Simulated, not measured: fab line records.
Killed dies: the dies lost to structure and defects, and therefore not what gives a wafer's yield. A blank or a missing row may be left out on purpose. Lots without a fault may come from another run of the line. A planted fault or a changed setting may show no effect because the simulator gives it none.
Which tool is to blame? | flow gf180mcu | 36 wafers from 12 lots sampled at 6 of the route's 602 steps

## WHAT THE GAUGES READ, wafer by wafer
GF_STI_THK_MEAS_04. Usual: for STI_CVD_03_THK the level is 207.2 nm and the standard deviation is 1.7.
lot  | measured    | on            | STI_CVD_03_THK (nm) | flag
L352 | day 1 23:34 | film metro-01 | 208.6 208.3 209.3   |
L353 | day 2 05:11 | film metro-01 | 206.7 206.7 206.0   |
L354 | day 2 09:34 | film metro-01 | 212.5 210.5 211.4   |
L355 | day 2 14:38 | film metro-04 | 208.9 208.5 208.0   |
L359 | day 3 12:26 | film metro-02 | 208.7 207.6 206.8   |
L360 | day 3 15:45 | film metro-04 | 206.4 205.1 206.9   |
L361 | day 3 20:34 | film metro-01 | 155.6 154.1 153.8   | OFF
L362 | day 4 02:12 | film metro-01 | 152.7 156.6 152.7   | OFF
L364 | day 4 12:12 | film metro-01 | 209.8 210.7 211.1   |
L365 | day 4 16:34 | film metro-01 | 150.9 151.8 153.7   | OFF
L369 | day 5 15:08 | film metro-04 | 205.0 206.9 205.0   |
L373 | day 6 08:59 | film metro-04 | 207.3 206.1 205.6   |

GF_V1_THK_MEAS_01. Usual: for V1_CVD_00_THK the level is 598 nm and the standard deviation is 8.8.
lot  | measured     | on            | V1_CVD_00_THK (nm) | flag
L352 | day 17 23:23 | film metro-02 | 606 612 611        |
L353 | day 18 15:35 | film metro-04 | 611 596 601        |
L354 | day 18 20:56 | film metro-01 | 596 590 590        |
L355 | day 19 04:19 | film metro-01 | 604 597 591        |
L359 | day 20 16:44 | film metro-04 | 606 600 596        |
L360 | day 21 03:05 | film metro-02 | 592 586 600        |
L361 | day 21 06:29 | film metro-01 | 596 607 586        |
L362 | day 21 15:17 | film metro-04 | 604 610 601        |
L364 | day 22 14:01 | film metro-02 | 591 591 587        |
L365 | day 22 22:56 | film metro-04 | 608 615 598        |
L369 | day 24 01:25 | film metro-04 | 594 597 595        |
L373 | day 25 14:08 | film metro-01 | 583 590 587        |

## WHAT TOOL EACH LOT RAN ON (gives the tool, then ch and the chambers of the sampled wafers, and finally the start)
lot  | GF_STI_CVD_03              | GF_STI_ETCH_13                    | GF_STI_CMP_25                | GF_HV_LDD_STRIP_49
L352 | lpcvd-02 ch 0, day 1 21:34 | rie diel-02 ch 0,1, day 2 11:28   | cmp-02 ch 0,1,3, day 2 13:58 | plasma asher-01 ch 0,1, day 13 02:37
L353 | lpcvd-01 ch 0, day 2 03:11 | rie diel-02 ch 0,2, day 2 18:07   | cmp-01 ch 1,2,3, day 2 23:38 | plasma asher-01 ch 0,1, day 13 19:51
L354 | lpcvd-01 ch 1, day 2 07:35 | rie diel-04 ch 0,2,3, day 2 21:25 | cmp-02 ch 0,1, day 2 23:40   | plasma asher-03 ch 0,1, day 14 00:19
L355 | lpcvd-01 ch 1, day 2 12:39 | rie diel-03 ch 0,2, day 3 02:09   | cmp-01 ch 0,3, day 3 09:11   | plasma asher-03 ch 0,1, day 14 07:42
L359 | lpcvd-02 ch 1, day 3 10:26 | rie diel-03 ch 0,2, day 4 01:52   | cmp-01 ch 0,2, day 4 03:52   | plasma asher-01 ch 0,1, day 15 12:15
L360 | lpcvd-02 ch 1, day 3 13:46 | rie diel-04 ch 0,1,2, day 4 04:55 | cmp-01 ch 0,2,3, day 4 08:57 | plasma asher-01 ch 0,1, day 15 23:14
L361 | lpcvd-01 ch 1, day 3 18:35 | rie diel-04 ch 0,1,2, day 4 10:25 | cmp-02 ch 0,1,2, day 4 12:34 | plasma asher-01 ch 0,1, day 16 03:15
L362 | lpcvd-01 ch 1, day 4 00:13 | rie diel-02 ch 0,2,3, day 4 15:51 | cmp-02 ch 0,2,3, day 4 17:47 | plasma asher-03 ch 0, day 16 09:23
L364 | lpcvd-02 ch 1, day 4 10:13 | rie diel-03 ch 0,2,3, day 5 02:01 | cmp-02 ch 0,1,2, day 5 03:56 | plasma asher-03 ch 1, day 17 07:11
L365 | lpcvd-01 ch 1, day 4 14:34 | rie diel-03 ch 0,1,2, day 5 06:43 | cmp-02 ch 0,3, day 5 10:32   | plasma asher-02 ch 0,1, day 17 15:37
L369 | lpcvd-02 ch 1, day 5 13:08 | rie diel-04 ch 1,2,3, day 6 06:01 | cmp-01 ch 0,2,3, day 6 07:58 | plasma asher-02 ch 0,1, day 18 17:08
L373 | lpcvd-02 ch 0, day 6 06:59 | rie diel-02 ch 1,2,3, day 6 23:50 | cmp-02 ch 0,1,2, day 7 01:47 | plasma asher-01 ch 0,1, day 20 08:21
- GF_STI_CVD_03: deposits Si3N4 from DCS/NH3, target thk 207.16 nm, time 3551 s.
- GF_STI_ETCH_13: etches the open film in CHF3/O2, stops on Si, target depth 282.31 nm, time 112.9 s.
- GF_STI_CMP_25: polishes, stops on Si3N4, t overpolish 33 s, target thk 524.6 nm.
- GF_HV_LDD_STRIP_49: strips in O2/N2.

## AS READ BY THE TOOLS THEMSELVES (means over the sampled wafers that have a number; for cases with no such wafer, the mark the record gives instead)
GF_STI_CVD_03. Usual: pressure mtorr 249.9 mTorr, standard deviation 0.5; spike tc lower C 770.9 C, standard deviation 1.6; zone power lower pct 13.0 %, standard deviation 1.6; zone power upper pct 12.0 %, standard deviation 0.52.
lot  | tool     | pressure mtorr (mTorr) | spike tc lower C (C) | zone power lower pct (%) | zone power upper pct (%) | flag
L352 | lpcvd-02 | 249.9                  | 772.1                | 11.0                     | 11.1                     |
L353 | lpcvd-01 | 249.9                  | 769.5                | 11.5                     | 12.4                     |
L354 | lpcvd-01 | 249.8                  | 772.2                | 14.3                     | 12.6                     |
L355 | lpcvd-01 | 249.7                  | 772.8                | 14.4                     | 12.7                     |
L359 | lpcvd-02 | 250.3                  | 771.5                | 14.6                     | 11.9                     |
L360 | lpcvd-02 | 249.5                  | 771.0                | 14.6                     | 11.7                     |
L361 | lpcvd-01 | 249.6                  | 772.9                | 14.3                     | 12.6                     |
L362 | lpcvd-01 | 250.1                  | 773.1                | 14.4                     | 12.5                     |
L364 | lpcvd-02 | 249.5                  | 771.5                | 14.6                     | 11.9                     |
L365 | lpcvd-01 | 250.5                  | 772.6                | 14.3                     | 12.6                     |
L369 | lpcvd-02 | 249.2                  | 770.0                | 14.6                     | 11.7                     |
L373 | lpcvd-02 | 250.4                  | 772.1                | 11.0                     | 11.1                     |

GF_STI_ETCH_13. Usual: drypump motor current A 5.86 A, standard deviation 0.28; oes product au 0.832 a.u., standard deviation 0.0062; throttle valve pct 8.811 %, standard deviation 0.0088.
lot  | tool        | drypump motor current A (A) | oes product au (a.u.) | throttle valve pct (%) | flag
L352 | rie diel-02 | 6.07                        | 0.835                 | 8.816                  |
L353 | rie diel-02 | 5.71                        | 0.829                 | 8.815                  |
L354 | rie diel-04 | 5.82                        | 0.838                 | 8.811                  |
L355 | rie diel-03 | 5.85                        | 0.837                 | 8.804                  |
L359 | rie diel-03 | 5.83                        | 0.833                 | 8.808                  |
L360 | rie diel-04 | 5.95                        | 0.826                 | 8.818                  |
L361 | rie diel-04 | 5.94                        | 0.716                 | 8.772                  | OFF
L362 | rie diel-02 | 5.92                        | 0.714                 | 8.778                  | OFF
L364 | rie diel-03 | 5.87                        | 0.839                 | 8.804                  |
L365 | rie diel-03 | 5.71                        | 0.712                 | 8.781                  | OFF
L369 | rie diel-04 | 5.97                        | 0.829                 | 8.813                  |
L373 | rie diel-02 | 5.84                        | 0.830                 | 8.814                  |

GF_STI_CMP_25. Usual: edge zone pressure frac 1.000, standard deviation 0.0054; motor current A 12.8 A, standard deviation 1.3.
lot  | tool   | edge zone pressure frac | motor current A (A) | flag
L352 | cmp-02 | 0.997                   | 12.5                |
L353 | cmp-01 | 1.003                   | 12.7                |
L354 | cmp-02 | 1.003                   | 12.7                |
L355 | cmp-01 | 1.001                   | 12.7                |
L359 | cmp-01 | 1.004                   | 12.0                |
L360 | cmp-01 | 1.000                   | 12.2                |
L361 | cmp-02 | 1.005                   | 13.4                |
L362 | cmp-02 | 1.000                   | 13.3                |
L364 | cmp-02 | 1.001                   | 13.2                |
L365 | cmp-02 | 0.997                   | 12.3                |
L369 | cmp-01 | 1.000                   | 12.2                |
L373 | cmp-02 | 0.999                   | 13.3                |

GF_HV_LDD_STRIP_49. Usual: drypump motor current A 5.9 A, standard deviation 0.58; heater power w 310 W, standard deviation 22; oes product au 0.716 a.u., standard deviation 0.0047; strip time to endpoint s 12.62 s, standard deviation 0.038.
lot  | tool            | drypump motor current A (A) | heater power w (W) | oes product au (a.u.) | strip time to endpoint s (s) | flag
L352 | plasma asher-01 | 5.6                         | 336                | 0.720                 | 12.65                        |
L353 | plasma asher-01 | 5.8                         | 328                | 0.713                 | 12.63                        |
L354 | plasma asher-03 | 6.0                         | 296                | 0.714                 | 12.64                        |
L355 | plasma asher-03 | 6.0                         | 303                | 0.719                 | 12.60                        |
L359 | plasma asher-01 | 5.6                         | 333                | 0.716                 | 12.66                        |
L360 | plasma asher-01 | 5.7                         | 332                | 0.714                 | 12.65                        |
L361 | plasma asher-01 | 5.6                         | 338                | 0.713                 | 12.69                        |
L362 | plasma asher-03 | 6.5                         | 310                | 0.711                 | 12.65                        |
L364 | plasma asher-03 | 4.9                         | 277                | 0.712                 | 12.58                        |
L365 | plasma asher-02 | 6.1                         | 302                | 0.711                 | 12.62                        |
L369 | plasma asher-02 | 6.2                         | 314                | 0.715                 | 12.61                        |
L373 | plasma asher-01 | 5.8                         | 331                | 0.717                 | 12.60                        |

## THE ANSWER, worked out from the rows above alone
Rule: take the mean of a lot's wafers that have a number; if it is more than 3 standard deviations from the usual mean, the lot is off. Also off: a lot with no number at a reading for which 4 or more lots have one. Any other lot the step has rows for is counted as sound. First the gauges in route order, then the tools' own readings, where a lot's mean is used as printed above. At the first step where some lot is off, the reading lying furthest off is the one used; lots without a number count as furthest.
Off: L361, L362, L365, seen at GF_STI_THK_MEAS_04 (STI_CVD_03_THK).
A tool fits if, at a process step before that reading, it ran every lot that is off, and no sound lot after the first of them. The gauges at GF_STI_THK_MEAS_04 aren't tried: what is off there is off at GF_STI_ETCH_13 too, on other tools, and a gauge's error can't cause that. One fits: GF_STI_CVD_03 on lpcvd-01. Its last sound lot is L355 (day 2 12:39), its first lot that is off L361 (day 3 18:35): a fault that began between those two fits.

## WHAT THE SIMULATOR PUT IN
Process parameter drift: lpcvd-01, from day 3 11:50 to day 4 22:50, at GF_STI_CVD_03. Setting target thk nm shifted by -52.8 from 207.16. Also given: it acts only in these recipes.
Lots struck among those shown: L361, L362, L365. The same result came from the rule above.
